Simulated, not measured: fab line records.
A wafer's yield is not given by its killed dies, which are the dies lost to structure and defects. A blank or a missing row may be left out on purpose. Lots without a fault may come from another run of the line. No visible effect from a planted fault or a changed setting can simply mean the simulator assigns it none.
Struck lot and sound lot, side by side    flow sky130    43 out of 708 route steps
Sound: the wafers L859.1, L859.2, L859.6. The struck wafers were L864.4, L864.5, L864.6. The cause is given at the end.
At each step with rows: each side's tool, then ch and its chambers, then its first start. Under that, the readings that differ: sound wafers    struck wafers    difference of the means    sigmas: that difference in standard deviations of wafers without a fault.
alike: readings with means less than 2 such deviations apart, plus words and numbers identical on both sides. not compared: withheld readings, readings lacking a value on some wafer, bounds such as >300 that could conceal the same value, and numbers that have no deviation in the record and whose values overlap.
The two part at a step that has a row with sigmas, a row that says differs or no value, or rows on one side only. When numbers do not overlap yet have no deviation, they are printed without sigmas and do not part them. A reading that every wafer of one side lacks parts them only if that side has two wafers or more.

first, 1 step without rows for these wafers: SKY_SONOS_TUNNEL_DEVELOP_06 (develop time 60 s).
SKY_SONOS_TUNNEL_CD_MEAS_07 targets a cd of 410 nm.
  struck on cd-sem-01, day 15 01:30; sound on cd-sem-01, day 13 07:19
  alike: cd-nm
SKY_SONOS_TUNNEL_OVL_MEAS_08:
  struck on overlay-01, day 15 01:35; sound on overlay-01, day 13 07:26
  alike: SONOS_TUNNEL_OVL
then, 3 steps without rows for these wafers: SKY_SONOS_TUNNEL_IMPLANT_09; SKY_SONOS_TUNNEL_WET_ETCH_10 (etches SiO2 in dHF, target depth 14 nm, time 280 s); SKY_SONOS_TUNNEL_STRIP_11 (strips in SPM, time 600 s).
SKY_SONOS_TUNNEL_TW_MEAS_12:
  struck on film-metro-04, day 15 02:02; sound on film-metro-02, day 13 07:53
  alike: SONOS_TUNNEL_TW
then, 2 steps without rows for these wafers: SKY_SONOS_TUNNEL_CLEAN_13 (cleans in dHF, time 20 s); SKY_SONOS_ONO_OXIDATION_00 (stabilise 600 s, purge 300 s, target thk 2.6 nm).
SKY_SONOS_ONO_THK_MEAS_01:
  struck on film-metro-01, day 15 03:28; sound on film-metro-04, day 13 09:59
  alike: SONOS_ONO_OXIDATION_THK
then, 1 step without rows for these wafers: SKY_SONOS_ONO_CVD_02 (deposits Si3N4 from DCS/NH3, target thk 10.5 nm, time 180 s).
SKY_SONOS_ONO_THK_MEAS_03:
  struck on film-metro-04, day 15 05:16; sound on film-metro-01, day 14 07:42
  alike: SONOS_ONO_CVD_02_THK
SKY_SONOS_ONO_CVD_04: deposits SiO2 from SiH4/N2O, target thk 5.7199 nm.
  sound on lpcvd-03 ch 0, day 14 07:46; struck on lpcvd-03 ch 0, day 15 05:18
reading                                     sound              struck             difference  sigmas
model.SiO2_of_SONOS_ONO_CVD_04.thk-nm (nm)  5.826 5.719 5.796  9.747 9.612 9.733  +3.917      
  alike: susceptor-temp-C
SKY_SONOS_ONO_THK_MEAS_05:
  struck on film-metro-03, day 15 07:13; sound on film-metro-04, day 14 09:01
reading                    sound           struck          difference  sigmas
SONOS_ONO_CVD_04_THK (nm)  5.87 5.71 5.80  9.76 9.58 9.76  +3.91       +36
then, 7 steps without rows for these wafers: SKY_SONOS_ONO_DEHYDRATE_06 (time 60 s); SKY_SONOS_ONO_HMDS_07 (prime time 60 s); SKY_SONOS_ONO_COAT_08 (resist thk 1140 nm); SKY_SONOS_ONO_SOFTBAKE_09 (time 60 s); SKY_SONOS_ONO_EXPOSE_10 (exposes mask ONOM, target cd 410 nm); SKY_SONOS_ONO_PEB_11; SKY_SONOS_ONO_DEVELOP_12 (develop time 60 s).
SKY_SONOS_ONO_CD_MEAS_13 targets a cd of 410 nm.
  struck on cd-sem-01, day 16 10:47; sound on cd-sem-02, day 15 12:13
  alike: cd-nm
SKY_SONOS_ONO_OVL_MEAS_14:
  struck on overlay-02, day 16 10:52; sound on overlay-01, day 15 12:20
  alike: SONOS_ONO_OVL
SKY_SONOS_ONO_ETCH_15: etches the open film in CHF3/O2, target depth 19.52 nm, time 7.8 s.
  sound on rie-diel-02 ch 1,2,3, day 15 12:22; struck on rie-diel-04 ch 0,1, day 16 10:53
  alike: chf3-flow-sccm, drypump-motor-current-A, oes-product-au, throttle-valve-pct
  not compared: rf-hours-counter-h
then, 1 step without rows for these wafers: SKY_SONOS_ONO_WET_ETCH_16 (etches SiO2 in dHF, target depth 14 nm, time 280 s).
SKY_SONOS_ONO_STRIP_17: strips in O2/N2.
  sound on plasma-asher-02 ch 0,1, day 15 12:28; struck on plasma-asher-02 ch 0,1, day 16 11:04
  alike: drypump-motor-current-A, o2-flow-sccm, oes-product-au, strip-time-to-endpoint-s
  not compared: rf-hours-counter-h
then, 3 steps without rows for these wafers: SKY_SONOS_ONO_WET_ETCH_18 (etches Si3N4 in H3PO4, target depth 15 nm, time 172 s); SKY_GATE_OXIDE_CLEAN_00 (cleans in SC1/SC2, time 150 s); SKY_GATE_OXIDE_OXIDATION_01 (stabilise 600 s, purge 300 s, target thk 10.268 nm).
SKY_GATE_OXIDE_THK_MEAS_02:
  struck on film-metro-02, day 16 13:51; sound on film-metro-02, day 15 14:16
  alike: GATE_OXIDE_OXIDATION_00_THK
then, 7 steps without rows for these wafers: SKY_GATE_OXIDE_DEHYDRATE_03 (time 60 s); SKY_GATE_OXIDE_HMDS_04 (prime time 60 s); SKY_GATE_OXIDE_COAT_05 (resist thk 1140 nm); SKY_GATE_OXIDE_SOFTBAKE_06 (time 60 s); SKY_GATE_OXIDE_EXPOSE_07 (exposes mask LVOM, target cd 600 nm); SKY_GATE_OXIDE_PEB_08; SKY_GATE_OXIDE_DEVELOP_09 (develop time 60 s).
SKY_GATE_OXIDE_OVL_MEAS_10:
  struck on overlay-02, day 17 17:49; sound on overlay-02, day 16 17:10
  alike: GATE_OXIDE_OVL
then, 2 steps without rows for these wafers: SKY_GATE_OXIDE_IMPLANT_11; SKY_GATE_OXIDE_WET_ETCH_12 (etches SiO2 in dHF, target depth 16.8 nm, time 336 s).
SKY_GATE_OXIDE_STRIP_13: strips in O2/N2.
  sound on plasma-asher-04 ch 0,1, day 16 17:26; struck on plasma-asher-02 ch 0,1, day 17 18:08
  alike: drypump-motor-current-A, o2-flow-sccm, oes-product-au, strip-time-to-endpoint-s
  not compared: rf-hours-counter-h
SKY_GATE_OXIDE_TW_MEAS_14:
  struck on film-metro-01, day 17 18:14; sound on film-metro-02, day 16 17:32
reading        sound              struck             difference  sigmas
GATE_OXIDE_TW  222.2 221.8 220.9  226.2 226.7 226.6  +4.9        +3
SKY_GATE_OXIDE_CLEAN_15: cleans in SC1/SC2, time 150 s.
  sound on wet-bench-04 ch 3, day 16 17:36; struck on wet-bench-03 ch 1, day 17 18:16
reading                                     sound              struck            difference  sigmas
model.SiO2_of_SONOS_ONO_CVD_04.thk-nm (nm)  4.307 4.203 4.279  8.231 8.098 8.22  +3.920      

## WHERE THEY PART
Last at SKY_GATE_OXIDE_TW_MEAS_14 as far as this record goes, first at SKY_SONOS_ONO_THK_MEAS_05.

WHY: whatever the simulator had introduced
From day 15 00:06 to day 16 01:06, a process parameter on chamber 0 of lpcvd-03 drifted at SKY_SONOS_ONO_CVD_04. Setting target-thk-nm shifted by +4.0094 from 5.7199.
